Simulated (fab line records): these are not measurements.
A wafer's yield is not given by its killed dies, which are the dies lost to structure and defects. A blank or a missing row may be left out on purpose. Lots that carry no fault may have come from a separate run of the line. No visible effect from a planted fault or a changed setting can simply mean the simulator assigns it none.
A struck lot beside a sound one / flow sky130 / 18 steps out of a route of 708
Sound: the wafers L710.3, L710.5, L710.6. Struck: wafer L703.1 (L703.4, L703.6, from the same lot, were not struck and are left out); the cause is given at the end.
At each step with rows: each side's tool, then ch and its chambers, then its first start. Under that, the readings that differ: sound wafers / struck wafers / difference of the means / sigmas: that difference in standard deviations of wafers without a fault.
alike: readings whose means differ by less than 2 such deviations, and words and numbers that are the same on both sides. not compared: withheld readings, readings that some wafer has no value for, bounds like >300 that may hide the same value, and numbers for which the record gives no deviation and whose values overlap.
Wherever a step has rows on one side only, a row that says differs or no value, or a row with sigmas, the two part there. Non-overlapping numbers with no deviation appear without sigmas and do not part them. Lack of a reading on every wafer of one side parts them only where that side has two or more wafers.

first, 2 steps without rows for these wafers: SKY_CONTACT_PEB_12; SKY_CONTACT_DEVELOP_13 (develop time 60 s).
SKY_CONTACT_CD_MEAS_14: target cd 170 nm.
  sound on cdSem-01 at day 37 05:04; struck on cdSem-01 at day 35 21:24
reading=cdNm (nm); sound=170.2 171.5 169.0; struck=167.0; difference=-3.2; sigmas=-2
SKY_CONTACT_OVL_MEAS_15:
  sound on overlay-02 at day 37 05:10; struck on overlay-01 at day 35 21:31
  alike: CONTACT_OVL
SKY_CONTACT_ETCH_16: etches BARC in N2/H2, stops on SiO2, time 45.9 s, target depth 60 nm.
  sound on rieDiel-04 ch 2,3, day 37 05:11; struck on rieDiel-04 ch 0, day 35 21:33
reading=drypumpMotorCurrentA (A); sound=5.6 5.9 5.6; struck=6.6; difference=+0.9; sigmas=+2
  alike: oesProductAu, throttleValvePct
  not compared: rfHoursCounterH
SKY_CONTACT_ETCH_17: etches SiO2 in C4F8/O2/Ar, stops on Si3N4, target depth 340 nm.
  sound on rieDiel-04 ch 2,3, day 37 05:14; struck on rieDiel-04 ch 0, day 35 21:36
  alike: oesProductAu
SKY_CONTACT_ETCH_18: etches Si3N4 in CHF3/O2, stops on TiN, time 39 s, target depth 75 nm.
  sound: rieDiel-04 ch 2,3; struck: rieDiel-04 ch 0
reading=drypumpMotorCurrentA (A); sound=5.6 5.9 5.5; struck=6.6; difference=+0.9; sigmas=+3
  alike: oesProductAu, throttleValvePct
  not compared: rfHoursCounterH
then, 4 steps without rows for these wafers: SKY_CONTACT_STRIP_19 (strips in O2/N2); SKY_CONTACT_STRIP_20 (strips in post etch residue remover, time 1200 s); SKY_CONTACT_CLEAN_21 (cleans in IPA, time 180 s); SKY_CONTACT_CLEAN_22 (cleans in O3/DIW).
SKY_CONTACT_SPUTTER_23: material TiN, target thk 20 nm, time 80 s.
  sound on pvdSputter-01 at day 37 05:59; struck on pvdSputter-01 at day 35 22:17
  alike: throttleValvePct
SKY_CONTACT_CVD_24: deposits W, target thk 340 nm, time 102.12 s.
  sound on cvdW-01 ch 0,1, day 37 06:05; struck on cvdW-02 ch 0, day 35 22:21
reading=model.W_of_CONTACT_CVD_24.thkNm (nm); sound=336.9 334.3 334.6; struck=235.6; difference=-99.7; sigmas=
  alike: heaterPowerW
SKY_CONTACT_RS_MEAS_25: measurement is done with a four-point probe.
  sound on filmMetro-01 at day 37 06:12; struck on filmMetro-02 at day 35 22:44
reading=CONTACT_W_RS (ohm/sq); sound=0.341 0.343 0.343; struck=0.491; difference=+0.149; sigmas=+37
  not compared: hold
SKY_CONTACT_THK_MEAS_26: measures by xrf.
  sound on filmMetro-01 at day 37 06:18; struck on filmMetro-02 at day 36 01:16
reading=CONTACT_W_THK (nm); sound=321 321 321; struck=230; difference=-91; sigmas=-20
  not compared: hold
SKY_CONTACT_CMP_27: polishes, stops on SiO2, t overpolish 15 s, target thk 0 nm.
  sound on cmp-02 ch 0,1,3, day 37 06:32; struck on cmp-02 ch 1, day 36 02:59
reading=hold; sound=- - -; struck=awaitDispo/1.7h/release; difference=no value on the sound wafers; sigmas=
reading=timeToEndpointS (s); sound=78 81 81; struck=58; difference=-22; sigmas=-5
  alike: motorCurrentA, platenRpm, retainingRingPressureFrac
SKY_METAL1_SPUTTER_00: material Ti, target thk 15 nm, time 10 s.
  sound on pvdSputter-02 at day 37 06:41; struck on pvdSputter-04 at day 36 03:17
  alike: throttleValvePct
after that, 1 step had no rows for these wafers: SKY_PAD_OPEN_PROBE_99.

WHERE THEY PART
Earliest at SKY_CONTACT_CD_MEAS_14; latest, in this record, at SKY_CONTACT_CMP_27. Later steps at which nothing parts them and some readings are alike: SKY_METAL1_SPUTTER_00.

WHY: whatever the simulator had introduced
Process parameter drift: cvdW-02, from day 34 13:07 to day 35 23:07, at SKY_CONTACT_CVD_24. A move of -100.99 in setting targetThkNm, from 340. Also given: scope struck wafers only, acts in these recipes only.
